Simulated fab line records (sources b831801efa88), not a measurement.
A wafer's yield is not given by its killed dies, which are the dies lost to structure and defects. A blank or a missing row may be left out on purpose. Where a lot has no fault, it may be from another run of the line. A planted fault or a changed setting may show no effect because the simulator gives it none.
fab line records	flow sky130
record: lots: 6	wafers: 18	lastDay: 50
route steps=708 shown PWDE@46 NWELL@56
lots that met no fault: from a run of the same line without faults
startH: hours from the record's opening day to when the first of the lot's shown wafers began	waitH: hours from the lot's prior step to this one	" repeats the value in the row above	L1.1+2: a row that stands for several wafers	- no value, or no start was given	* or withheld: withheld	< > ~ a bound
route shown NAME@n: a module of which the file shows steps, and the number in the route of the first	usual: mean/standard deviation taken from wafers without a fault	same: alike in all rows	chamber/n: place in a boat	sites: per-site readings	_std_site: standard deviation across them	_edge_site: the outer-site mean with the inner-site mean subtracted	radiusMm: how far each site lies from the wafer's centre	mask NAME#n: copy n	behind: the most recent tool/chamber to have shaped the wafer	hold: what put the lot on hold/how long, in hours/how the hold closed	device: whichever transistor did not switch (one of n, p or np)	end of line: the same wafers' tests at the end of the route	a step with no rows: only its recipe	killed: the dies lost at the first sort to structure and to defects; this is not the yield of the wafer	map: a wafer's dies, x killed, . not, _ none there
set.NAME: the run value of the setting; set.NAME@STEP: its run value at that earlier step	model.NAME: the simulator's own value behind a step, which no gauge read
lots at some steps of the route; a table a step, a row a wafer
services: a tool's chamber out of use, with start hour (startH, from the record's first day; less than 0 if before it), hours out, and reason
== steps ==
step: SKY_PWDE_HMDS_01
recipe: primeTimeS: 60	primeTempC: 120
step: SKY_PWDE_COAT_02
recipe: spinRpm: 1972	resistThkNm: 3000
step: SKY_PWDE_SOFTBAKE_03
recipe: tempC: 110	timeS: withheld
step: SKY_PWDE_EXPOSE_04
recipe: maskId: PWDEM	na: 0.6	sourceShape: conventional	sigmaOuter: 0.6	polarization: unpolarized	targetCdNm: 840	doseMj: 214
step: SKY_PWDE_PEB_05
recipe: tempC: 115	timeS: withheld
step: SKY_PWDE_DEVELOP_06
recipe: wallAngleDeg: 90	developer: TMAH	developTimeS: 60	devTempC: 23
step: SKY_PWDE_OVL_MEAS_07
usual: PWDE_OVL: -0.5/1.2
lot.wafer	tool	chamber	startH	waitH	PWDE_OVL[nm]
L555.1	overlay-02	-	100.91	-	-2.1
L555.4	"	-	"	"	-1.5
L555.6	"	-	"	"	-2.1
L565.2	overlay-02	-	155.67	-	-0.9
L565.3	"	-	"	"	-1.6
L565.5	"	-	"	"	1.0
L566.1	overlay-01	-	158.12	-	-2.4
L566.2	"	-	"	"	-0.4
L566.6	"	-	"	"	-1.5
L570.1	overlay-01	-	180.77	-	0.2
L570.2	"	-	"	"	0.5
L570.4	"	-	"	"	1.1
L572.2	overlay-02	-	192.67	-	-0.3
L572.5	"	-	"	"	-0.2
L572.6	"	-	"	"	-0.9
L573.4	overlay-02	-	200.53	-	-0.8
L573.5	"	-	"	"	0.0
L573.6	"	-	"	"	-0.2
step: SKY_PWDE_IMPLANT_08
recipe: species: B	energyKev: 150	doseCm2: 3.6e+12	tiltDeg: withheld
step: SKY_PWDE_STRIP_09
recipe: chemistry: O2/N2	powerW: 1400	pressureMtorr: 1500	platenTempC: withheld	o2FlowSccm: 3000	n2FlowSccm: 300	overashFraction: 0.5
usual: drypumpMotorCurrentA: 5.91/0.16	oesProductAu: 0.723/0.0043	stripTimeToEndpointS: 37.16/0.11
lot.wafer	tool	chamber	startH	waitH	drypumpMotorCurrentA	oesProductAu	rfHoursCounterH	stripTimeToEndpointS
L555.1	plasmaAsher-01	1	101.10	0.1	5.74	0.725	45	37.02
L555.4	"	0	"	"	5.68	0.723	-	37.12
L555.6	"	1	"	"	5.76	0.734	-	37.01
L565.2	plasmaAsher-03	1	155.85	0.1	5.90	0.725	1	37.26
L565.3	"	1	"	"	5.96	0.722	-	37.35
L565.5	"	1	"	"	5.93	0.726	-	37.29
L566.1	plasmaAsher-01	1	158.30	0.1	5.73	0.724	53	37.19
L566.2	"	0	"	"	5.72	0.717	53	37.13
L566.6	"	0	"	"	5.72	0.719	-	37.18
L570.1	plasmaAsher-04	0	180.95	0.1	6.07	0.719	37	37.23
L570.2	"	1	"	"	5.99	0.724	37	37.24
L570.4	"	1	"	"	5.99	0.723	-	37.23
L572.2	plasmaAsher-01	1	193.10	0.1	5.77	0.723	56	37.12
L572.5	"	0	"	"	5.71	0.725	-	37.08
L572.6	"	1	"	"	5.72	0.725	-	36.97
L573.4	plasmaAsher-03	1	200.73	0.1	5.95	0.732	-	37.14
L573.5	"	0	"	"	6.14	0.719	-	37.12
L573.6	"	1	"	"	5.97	0.716	-	37.17
step: SKY_PWDE_TW_MEAS_10
usual: PWDE_TW: 378/4.2
lot.wafer	tool	chamber	startH	waitH	PWDE_TW
L555.1	filmMetro-01	-	101.20	0.1	382
L555.4	"	-	"	"	381
L555.6	"	-	"	"	379
L565.2	filmMetro-03	-	155.96	0.1	373
L565.3	"	-	"	"	373
L565.5	"	-	"	"	376
L566.1	filmMetro-01	-	158.40	0.1	384
L566.2	"	-	"	"	384
L566.6	"	-	"	"	386
L570.1	filmMetro-02	-	181.05	0.1	374
L570.2	"	-	"	"	374
L570.4	"	-	"	"	375
L572.2	filmMetro-01	-	193.21	0.1	382
L572.5	"	-	"	"	383
L572.6	"	-	"	"	382
L573.4	filmMetro-02	-	200.83	0.1	374
L573.5	"	-	"	"	374
L573.6	"	-	"	"	376
step: SKY_NWELL_DEHYDRATE_03
recipe: tempC: 200	timeS: 60
step: SKY_NWELL_HMDS_04
recipe: primeTimeS: 60	primeTempC: 120
step: SKY_NWELL_COAT_05
recipe: spinRpm: 2000	resistThkNm: 3000
usual: chillPlateTempC: 23.00/0.11	dispensePressureKPa: 50.6/2.7
lot.wafer	tool	chamber	startH	waitH	chillPlateTempC	dispensePressureKPa
L555.1	lithoTrack-03	0	110.12	0.1	22.82	50.9
L555.4	"	0	"	"	23.04	50.9
L555.6	"	0	"	"	22.95	50.9
L565.2	lithoTrack-01	-	165.06	0.1	-	-
L565.3	"	-	"	"	-	-
L565.5	"	-	"	"	-	-
L566.1	lithoTrack-04	-	168.81	0.1	-	-
L566.2	"	-	"	"	-	-
L566.6	"	-	"	"	-	-
L570.1	lithoTrack-03	0	191.67	0.1	22.91	50.9
L570.2	"	0	"	"	22.94	50.9
L570.4	"	0	"	"	22.88	50.9
L572.2	lithoTrack-04	0	203.04	0.1	23.10	48.2
L572.5	"	0	"	"	23.04	48.2
L572.6	"	0	"	"	23.02	48.2
L573.4	lithoTrack-04	0	211.49	0.1	23.02	48.2
L573.5	"	0	"	"	23.17	48.2
L573.6	"	0	"	"	23.08	48.2
step: SKY_NWELL_SOFTBAKE_06
recipe: tempC: 110	timeS: withheld
step: SKY_NWELL_EXPOSE_07
recipe: maskId: NWM	na: 0.6	sourceShape: conventional	sigmaOuter: 0.6	polarization: unpolarized	targetCdNm: 840	doseMj: 255
step: SKY_NWELL_PEB_08
recipe: tempC: 115	timeS: withheld
step: SKY_NWELL_DEVELOP_09
recipe: wallAngleDeg: 90	developer: TMAH	developTimeS: 60	devTempC: 23
step: SKY_NWELL_OVL_MEAS_10
usual: NWELL_00_OVL: 0.2/1.8
lot.wafer	tool	chamber	startH	waitH	NWELL_00_OVL[nm]
L555.1	overlay-01	-	118.37	-	3.9
L555.4	"	-	"	"	1.1
L555.6	"	-	"	"	1.7
L565.2	overlay-01	-	175.72	-	-
L565.3	"	-	"	"	-
L565.5	"	-	"	"	-
L566.1	overlay-01	-	179.11	-	-
L566.2	"	-	"	"	-
L566.6	"	-	"	"	-
L570.1	overlay-02	-	202.52	-	-3.3
L570.2	"	-	"	"	-2.2
L570.4	"	-	"	"	-2.6
L572.2	overlay-02	-	214.29	-	-1.3
L572.5	"	-	"	"	-1.9
L572.6	"	-	"	"	-2.2
L573.4	overlay-02	-	222.93	-	-3.6
L573.5	"	-	"	"	-2.6
L573.6	"	-	"	"	-1.5
step: SKY_NWELL_IMPLANT_11
recipe: species: P	energyKev: 400	doseCm2: 1.9e+13	tiltDeg: withheld
step: SKY_NWELL_IMPLANT_12
recipe: species: P	energyKev: 120	doseCm2: 1.3e+12	tiltDeg: withheld
step: SKY_NWELL_IMPLANT_13
recipe: species: P	energyKev: 50	doseCm2: 7e+11	tiltDeg: withheld
step: SKY_NWELL_STRIP_14
recipe: chemistry: O2/N2	powerW: 1400	pressureMtorr: 1500	platenTempC: withheld	o2FlowSccm: 3000	n2FlowSccm: 300	overashFraction: 0.5207
usual: drypumpMotorCurrentA: 5.87/0.29	oesProductAu: 0.716/0.0045	stripTimeToEndpointS: 36.99/0.1
lot.wafer	tool	chamber	startH	waitH	drypumpMotorCurrentA	oesProductAu	rfHoursCounterH	stripTimeToEndpointS
L555.1	plasmaAsher-02	1	118.85	0.1	5.53	0.720	42	36.97
L555.4	"	1	"	"	5.52	0.719	-	37.00
L555.6	"	0	"	"	6.37	0.720	-	36.92
L565.2	plasmaAsher-02	1	176.20	0.1	5.52	-	48	-
L565.3	"	1	"	"	5.52	-	-	-
L565.5	"	1	"	"	5.52	-	-	-
L566.1	plasmaAsher-01	0	179.60	0.1	5.72	-	55	-
L566.2	"	1	"	"	5.75	-	55	-
L566.6	"	0	"	"	5.73	-	-	-
L570.1	plasmaAsher-01	0	203.00	0.1	5.74	0.724	57	36.78
L570.2	"	1	"	"	5.76	0.716	57	36.91
L570.4	"	0	"	"	5.71	0.706	-	36.84
L572.2	plasmaAsher-01	0	214.77	0.1	5.70	0.712	58	36.94
L572.5	"	0	"	"	5.72	0.713	-	36.75
L572.6	"	1	"	"	5.76	0.712	-	36.78
L573.4	plasmaAsher-01	0	223.43	0.1	5.72	0.714	-	37.02
L573.5	"	1	"	"	5.74	0.725	-	36.97
L573.6	"	0	"	"	5.69	0.710	-	37.09
step: SKY_NWELL_TW_MEAS_15
usual: NWELL_TW: 1834/20
lot.wafer	tool	chamber	startH	waitH	NWELL_TW
L555.1	filmMetro-01	-	118.95	0.1	1865
L555.4	"	-	"	"	1849
L555.6	"	-	"	"	1854
L565.2	filmMetro-03	-	176.31	0.1	1831
L565.3	"	-	"	"	1826
L565.5	"	-	"	"	1818
L566.1	filmMetro-03	-	179.70	0.1	1833
L566.2	"	-	"	"	1823
L566.6	"	-	"	"	1833
L570.1	filmMetro-01	-	203.10	0.1	1851
L570.2	"	-	"	"	1863
L570.4	"	-	"	"	1859
L572.2	filmMetro-01	-	214.88	0.1	1854
L572.5	"	-	"	"	1863
L572.6	"	-	"	"	1866
L573.4	filmMetro-02	-	223.53	0.1	1834
L573.5	"	-	"	"	1840
L573.6	"	-	"	"	1827
step: SKY_NWELL_DEHYDRATE_16
recipe: tempC: 200	timeS: 60
step: SKY_NWELL_HMDS_17
recipe: primeTimeS: 60	primeTempC: 120
step: SKY_NWELL_COAT_18
recipe: spinRpm: 2000	resistThkNm: 3000
step: SKY_NWELL_SOFTBAKE_19
recipe: tempC: 110	timeS: withheld
step: SKY_NWELL_EXPOSE_20
recipe: maskId: NWM_COMPLEMENT	na: 0.6	sourceShape: conventional	sigmaOuter: 0.6	polarization: unpolarized	targetCdNm: 840	doseMj: 260
step: SKY_NWELL_PEB_21
recipe: tempC: 115	timeS: withheld
step: SKY_NWELL_DEVELOP_22
recipe: wallAngleDeg: 90	developer: TMAH	developTimeS: 60	devTempC: 23
step: SKY_NWELL_OVL_MEAS_23
usual: NWELL_01_OVL: 0.8/1.6
lot.wafer	tool	chamber	startH	waitH	NWELL_01_OVL[nm]
L555.1	overlay-01	-	137.07	-	-0.6
L555.4	"	-	"	"	-1.8
L555.6	"	-	"	"	-1.3
L565.2	overlay-01	-	196.99	-	1.6
L565.3	"	-	"	"	3.0
L565.5	"	-	"	"	3.0
L566.1	overlay-02	-	201.51	-	-1.4
L566.2	"	-	"	"	-1.9
L566.6	"	-	"	"	-0.7
L570.1	overlay-02	-	225.47	-	0.0
L570.2	"	-	"	"	-1.5
L570.4	"	-	"	"	1.0
L572.2	overlay-02	-	238.17	-	0.6
L572.5	"	-	"	"	0.6
L572.6	"	-	"	"	1.0
L573.4	overlay-02	-	245.96	-	3.3
L573.5	"	-	"	"	2.8
L573.6	"	-	"	"	3.3
step: SKY_NWELL_IMPLANT_24
recipe: species: B	energyKev: 140	doseCm2: 9.2e+12	tiltDeg: withheld
step: SKY_NWELL_STRIP_25
recipe: chemistry: O2/N2	powerW: 1400	pressureMtorr: 1500	platenTempC: withheld	o2FlowSccm: 3000	n2FlowSccm: 300	overashFraction: 0.5
usual: drypumpMotorCurrentA: 5.89/0.27	oesProductAu: 0.723/0.0045	stripTimeToEndpointS: 36.98/0.098
lot.wafer	tool	chamber	startH	waitH	drypumpMotorCurrentA	oesProductAu	rfHoursCounterH	stripTimeToEndpointS
L555.1	plasmaAsher-01	0	137.25	0.1	5.72	0.724	50	36.97
L555.4	"	1	"	"	5.76	0.722	-	36.95
L555.6	"	0	"	"	5.71	0.726	-	37.05
L565.2	plasmaAsher-02	1	197.17	0.1	5.52	0.718	50	36.95
L565.3	"	1	"	"	5.51	0.726	-	36.92
L565.5	"	0	"	"	6.37	0.724	-	36.97
L566.1	plasmaAsher-01	1	202.55	0.1	5.73	0.727	57	37.17
L566.2	"	0	"	"	5.68	0.717	57	37.17
L566.6	"	1	"	"	5.73	0.720	-	37.13
L570.1	plasmaAsher-03	1	225.65	0.1	5.91	0.730	8	36.83
L570.2	"	0	"	"	6.15	0.725	8	36.87
L570.4	"	0	"	"	6.16	0.730	-	36.96
L572.2	plasmaAsher-01	1	238.50	0.2	5.75	0.728	60	37.03
L572.5	"	1	"	"	5.74	0.725	-	37.06
L572.6	"	0	"	"	5.73	0.726	-	37.07
L573.4	plasmaAsher-03	0	246.16	0.1	6.14	0.717	-	36.92
L573.5	"	0	"	"	6.15	0.724	-	37.12
L573.6	"	1	"	"	5.94	0.724	-	36.90
step: SKY_NWELL_TW_MEAS_26
usual: NWELL_2_TW: 500/5.5
lot.wafer	tool	chamber	startH	waitH	NWELL_2_TW
L555.1	filmMetro-01	-	137.35	0.1	508
L555.4	"	-	"	"	508
L555.6	"	-	"	"	506
L565.2	filmMetro-01	-	197.28	0.1	1868
L565.3	"	-	"	"	1871
L565.5	"	-	"	"	1869
L566.1	filmMetro-01	-	202.65	0.1	1866
L566.2	"	-	"	"	1871
L566.6	"	-	"	"	1869
L570.1	filmMetro-02	-	225.75	0.1	500
L570.2	"	-	"	"	500
L570.4	"	-	"	"	497
L572.2	filmMetro-03	-	238.61	0.1	494
L572.5	"	-	"	"	495
L572.6	"	-	"	"	495
L573.4	filmMetro-02	-	246.25	0.1	500
L573.5	"	-	"	"	496
L573.6	"	-	"	"	496
step: SKY_NWELL_CLEAN_27
recipe: chemistry: SC1/SC2	mix: 1:4:20	tempC: 70	timeS: 150	dry: n2Spin
== services ==
tool	chamber	startH	hours	kind
plasmaAsher-04	-	87.45	26.7	repair
plasmaAsher-04	-	102.64	3.3	repair
plasmaAsher-03	-	108.75	9.0	pm
plasmaAsher-03	0	108.75	9.0	ventCycle
plasmaAsher-03	1	108.75	9.0	ventCycle
plasmaAsher-03	0	117.75	-	clean
plasmaAsher-03	1	117.75	-	clean
plasmaAsher-03	-	129.83	25.0	pm
plasmaAsher-02	-	141.49	2.5	repair
== key ==
firstSign: step: SKY_NWELL_COAT_05	reading: toolRecord	direction: missing
effect: step: SKY_NWELL_OVL_MEAS_10	reading: NWELL_00_OVL	direction: missing
effect: step: SKY_NWELL_TW_MEAS_26	reading: NWELL_2_TW	direction: up	sigmas: 99+	usual: 500	struck: 1869
metAt SKY_NWELL_COAT_05
struckWafers L565.2,L565.3,L565.5,L566.1,L566.2,L566.6
sortLeftOut L565.2,L565.3,L565.5,L566.1,L566.2,L566.6
testerLeftOut L565,L566
fault: kind: skippedStepWhole	tool: lithoTrack-01,lithoTrack-04	chamber: -	onsetH: 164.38	steps: SKY_NWELL_COAT_05	scope: struckLotsOnly
testerLeftOut: of these lots the tester's yield and bins aren't shown, on N5 and GAA mostly nor the transistor test; their killed dies are dies lost to structure and defects alone, not to doping, threshold or leakage, so they don't give the yield
sortLeftOut: the simulated sort isn't trusted on such a fault, so these wafers' sort isn't shown, and their yield isn't known
